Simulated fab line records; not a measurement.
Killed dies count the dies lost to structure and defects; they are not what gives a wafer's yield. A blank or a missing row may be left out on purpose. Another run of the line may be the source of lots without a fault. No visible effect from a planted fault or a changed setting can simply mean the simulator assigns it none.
What tool caused it? / flow gf180mcu / 13 lots with 38 wafers sampled at 5 steps, on a route of 602 steps

== WHAT THE GAUGES READ, wafer by wafer ==
GF_V2_THK_MEAS_25: measures by xrf. Usual: V2_W_THK gives 347 nm (standard deviation 5.7).
lot=L533; measured=day 20 16:13; on=film-metro-02; V2_W_THK (nm)=345 347 345; flag=
lot=L534; measured=day 21 04:02; on=film-metro-02; V2_W_THK (nm)=349 345 343; flag=
lot=L535; measured=day 21 14:25; on=film-metro-01; V2_W_THK (nm)=353 342 348; flag=
lot=L539; measured=day 23 04:56; on=film-metro-02; V2_W_THK (nm)=340 339 345; flag=
lot=L540; measured=day 23 05:35; on=film-metro-01; V2_W_THK (nm)=342 350 349; flag=
lot=L541; measured=day 23 20:08; on=film-metro-02; V2_W_THK (nm)=345 341 350; flag=
lot=L542; measured=day 24 01:35; on=film-metro-02; V2_W_THK (nm)=345 340 338; flag=
lot=L545; measured=day 24 23:57; on=film-metro-04; V2_W_THK (nm)=341 347; flag=
lot=L549; measured=day 26 06:10; on=film-metro-04; V2_W_THK (nm)=347 348 348; flag=
lot=L550; measured=day 26 12:20; on=film-metro-02; V2_W_THK (nm)=342 342 332; flag=
lot=L551; measured=day 26 21:17; on=film-metro-01; V2_W_THK (nm)=355 357 356; flag=
lot=L553; measured=day 27 12:09; on=film-metro-02; V2_W_THK (nm)=352 351 348; flag=
lot=L555; measured=day 28 05:01; on=film-metro-01; V2_W_THK (nm)=353 353 351; flag=

GF_V3_THK_MEAS_01. Usual: V3_CVD_00_THK gives 603 nm (standard deviation 6.9).
lot=L533; measured=day 21 17:14; on=film-metro-03; V3_CVD_00_THK (nm)=601 607 606; flag=
lot=L534; measured=day 22 05:25; on=film-metro-03; V3_CVD_00_THK (nm)=605 605 603; flag=
lot=L535; measured=day 22 15:46; on=film-metro-04; V3_CVD_00_THK (nm)=605 591 601; flag=
lot=L539; measured=day 24 04:58; on=film-metro-03; V3_CVD_00_THK (nm)=613 613 610; flag=
lot=L540; measured=day 24 05:29; on=film-metro-02; V3_CVD_00_THK (nm)=604 601 602; flag=
lot=L541; measured=day 24 19:22; on=film-metro-02; V3_CVD_00_THK (nm)=1202 1193 1209; flag=OFF
lot=L542; measured=day 25 00:55; on=film-metro-04; V3_CVD_00_THK (nm)=592 605 604; flag=
lot=L545; measured=day 25 23:04; on=film-metro-02; V3_CVD_00_THK (nm)=1206 1221; flag=OFF
lot=L549; measured=day 27 04:38; on=film-metro-04; V3_CVD_00_THK (nm)=609 605 605; flag=
lot=L550; measured=day 27 10:38; on=film-metro-02; V3_CVD_00_THK (nm)=605 598 599; flag=
lot=L551; measured=day 27 18:32; on=film-metro-03; V3_CVD_00_THK (nm)=596 597 600; flag=
lot=L553; measured=day 28 09:38; on=film-metro-04; V3_CVD_00_THK (nm)=604 602 605; flag=
lot=L555; measured=day 29 01:48; on=film-metro-04; V3_CVD_00_THK (nm)=595 608 596; flag=

== TOOL THAT RAN EACH LOT (tool first, then ch and the chambers of the sampled wafers, then the start) ==
lot=L533; GF_V2_CVD_23=cvd-w-02 ch 0,1, day 20 15:59; GF_M3_SPUTTER_00=pvd-sputter-04, day 20 16:34; GF_V3_CVD_00=hdpcvd-01 ch 1,2, day 21 17:10
lot=L534; GF_V2_CVD_23=cvd-w-01 ch 1, day 21 03:48; GF_M3_SPUTTER_00=pvd-sputter-04, day 21 04:34; GF_V3_CVD_00=hdpcvd-01 ch 0,2, day 22 05:20
lot=L535; GF_V2_CVD_23=cvd-w-02 ch 0,1, day 21 14:11; GF_M3_SPUTTER_00=pvd-sputter-01, day 21 14:50; GF_V3_CVD_00=hdpcvd-02 ch 0,2, day 22 15:40
lot=L539; GF_V2_CVD_23=cvd-w-01 ch 0,1, day 23 04:43; GF_M3_SPUTTER_00=pvd-sputter-02, day 23 05:18; GF_V3_CVD_00=hdpcvd-02 ch 0,1,2, day 24 04:54
lot=L540; GF_V2_CVD_23=cvd-w-02 ch 0,1, day 23 05:22; GF_M3_SPUTTER_00=pvd-sputter-01, day 23 05:57; GF_V3_CVD_00=hdpcvd-01 ch 0,1,2, day 24 05:25
lot=L541; GF_V2_CVD_23=cvd-w-02 ch 0,1, day 23 19:56; GF_M3_SPUTTER_00=pvd-sputter-02, day 23 20:29; GF_V3_CVD_00=hdpcvd-02 ch 0,1,2, day 24 19:02
lot=L542; GF_V2_CVD_23=cvd-w-01 ch 0,1, day 24 01:21; GF_M3_SPUTTER_00=pvd-sputter-01, day 24 01:56; GF_V3_CVD_00=hdpcvd-01 ch 0,1, day 25 00:50
lot=L545; GF_V2_CVD_23=cvd-w-01 ch 0,1, day 24 23:44; GF_M3_SPUTTER_00=pvd-sputter-04, day 25 00:17; GF_V3_CVD_00=hdpcvd-01 ch 0,1, day 25 22:44
lot=L549; GF_V2_CVD_23=cvd-w-01 ch 0,1, day 26 05:56; GF_M3_SPUTTER_00=pvd-sputter-02, day 26 06:31; GF_V3_CVD_00=hdpcvd-02 ch 0,2, day 27 04:34
lot=L550; GF_V2_CVD_23=cvd-w-01 ch 0,1, day 26 12:05; GF_M3_SPUTTER_00=pvd-sputter-02, day 26 12:42; GF_V3_CVD_00=hdpcvd-01 ch 0,1,2, day 27 10:34
lot=L551; GF_V2_CVD_23=cvd-w-01 ch 0,1, day 26 21:02; GF_M3_SPUTTER_00=pvd-sputter-02, day 26 21:38; GF_V3_CVD_00=hdpcvd-02 ch 0,2, day 27 18:28
lot=L553; GF_V2_CVD_23=cvd-w-01 ch 0,1, day 27 11:55; GF_M3_SPUTTER_00=pvd-sputter-04, day 27 12:31; GF_V3_CVD_00=hdpcvd-02 ch 0,1,2, day 28 09:34
lot=L555; GF_V2_CVD_23=cvd-w-02 ch 0,1, day 28 04:47; GF_M3_SPUTTER_00=pvd-sputter-02, day 28 05:23; GF_V3_CVD_00=hdpcvd-02 ch 0,2, day 29 01:44
- GF_V2_CVD_23: deposits W, target thk 350 nm, time 104.94 s.
- GF_M3_SPUTTER_00: material Ti, target thk 37.5 nm, time 150 s.
- GF_V3_CVD_00: deposits SiO2, target thk 600 nm, time 100 s.

== WHAT THE TOOLS THEMSELVES READ (means of the sampled wafers that have a number; where no wafer has one, the mark that the record gives instead) ==
GF_V2_CVD_23. Usual: 846 W for heater-power-w, sd 77.
lot=L533; tool=cvd-w-02; heater-power-w (W)=856; flag=
lot=L534; tool=cvd-w-01; heater-power-w (W)=849; flag=
lot=L535; tool=cvd-w-02; heater-power-w (W)=859; flag=
lot=L539; tool=cvd-w-01; heater-power-w (W)=781; flag=
lot=L540; tool=cvd-w-02; heater-power-w (W)=879; flag=
lot=L541; tool=cvd-w-02; heater-power-w (W)=861; flag=
lot=L542; tool=cvd-w-01; heater-power-w (W)=817; flag=
lot=L545; tool=cvd-w-01; heater-power-w (W)=824; flag=
lot=L549; tool=cvd-w-01; heater-power-w (W)=793; flag=
lot=L550; tool=cvd-w-01; heater-power-w (W)=840; flag=
lot=L551; tool=cvd-w-01; heater-power-w (W)=834; flag=
lot=L553; tool=cvd-w-01; heater-power-w (W)=820; flag=
lot=L555; tool=cvd-w-02; heater-power-w (W)=936; flag=

GF_M3_SPUTTER_00. Usual: substrate-temp-c 199.98 C, standard deviation 0.19; throttle-valve-pct 30.0 %, standard deviation 0.88.
lot=L533; tool=pvd-sputter-04; substrate-temp-c (C)=200.16; throttle-valve-pct (%)=28.7; flag=
lot=L534; tool=pvd-sputter-04; substrate-temp-c (C)=199.86; throttle-valve-pct (%)=30.5; flag=
lot=L535; tool=pvd-sputter-01; substrate-temp-c (C)=200.17; throttle-valve-pct (%)=31.0; flag=
lot=L539; tool=pvd-sputter-02; substrate-temp-c (C)=200.21; throttle-valve-pct (%)=29.9; flag=
lot=L540; tool=pvd-sputter-01; substrate-temp-c (C)=200.01; throttle-valve-pct (%)=30.5; flag=
lot=L541; tool=pvd-sputter-02; substrate-temp-c (C)=200.09; throttle-valve-pct (%)=29.9; flag=
lot=L542; tool=pvd-sputter-01; substrate-temp-c (C)=199.97; throttle-valve-pct (%)=29.8; flag=
lot=L545; tool=pvd-sputter-04; substrate-temp-c (C)=199.85; throttle-valve-pct (%)=29.6; flag=
lot=L549; tool=pvd-sputter-02; substrate-temp-c (C)=200.03; throttle-valve-pct (%)=29.9; flag=
lot=L550; tool=pvd-sputter-02; substrate-temp-c (C)=199.79; throttle-valve-pct (%)=30.1; flag=
lot=L551; tool=pvd-sputter-02; substrate-temp-c (C)=200.17; throttle-valve-pct (%)=29.9; flag=
lot=L553; tool=pvd-sputter-04; substrate-temp-c (C)=199.88; throttle-valve-pct (%)=30.1; flag=
lot=L555; tool=pvd-sputter-02; substrate-temp-c (C)=200.13; throttle-valve-pct (%)=29.9; flag=

== THE ANSWER, worked out from the rows above alone ==
Rule: a lot counts as off when the mean over its wafers that have a number is more than 3 standard deviations away from the usual mean. A lot without any number at a reading at which 4 lots or more have one is off too. All remaining lots with rows at the step are treated as sound. The gauges are gone through in route order, then the tools' own readings, and for those a lot's mean is taken as printed above. The first step at which some lot is off is used, and at that step the reading that is off furthest; a lot without a number counts as furthest.
Off: L541, L545, seen at GF_V3_THK_MEAS_01 (V3_CVD_00_THK).
If a tool, at a process step before that reading, ran all the lots that are off and no sound lot after the first of them, it fits. Those tools and the gauges at GF_V3_THK_MEAS_01 are tried in the same way. None of those tried fits.

== WHAT THE SIMULATOR HAD PUT IN ==
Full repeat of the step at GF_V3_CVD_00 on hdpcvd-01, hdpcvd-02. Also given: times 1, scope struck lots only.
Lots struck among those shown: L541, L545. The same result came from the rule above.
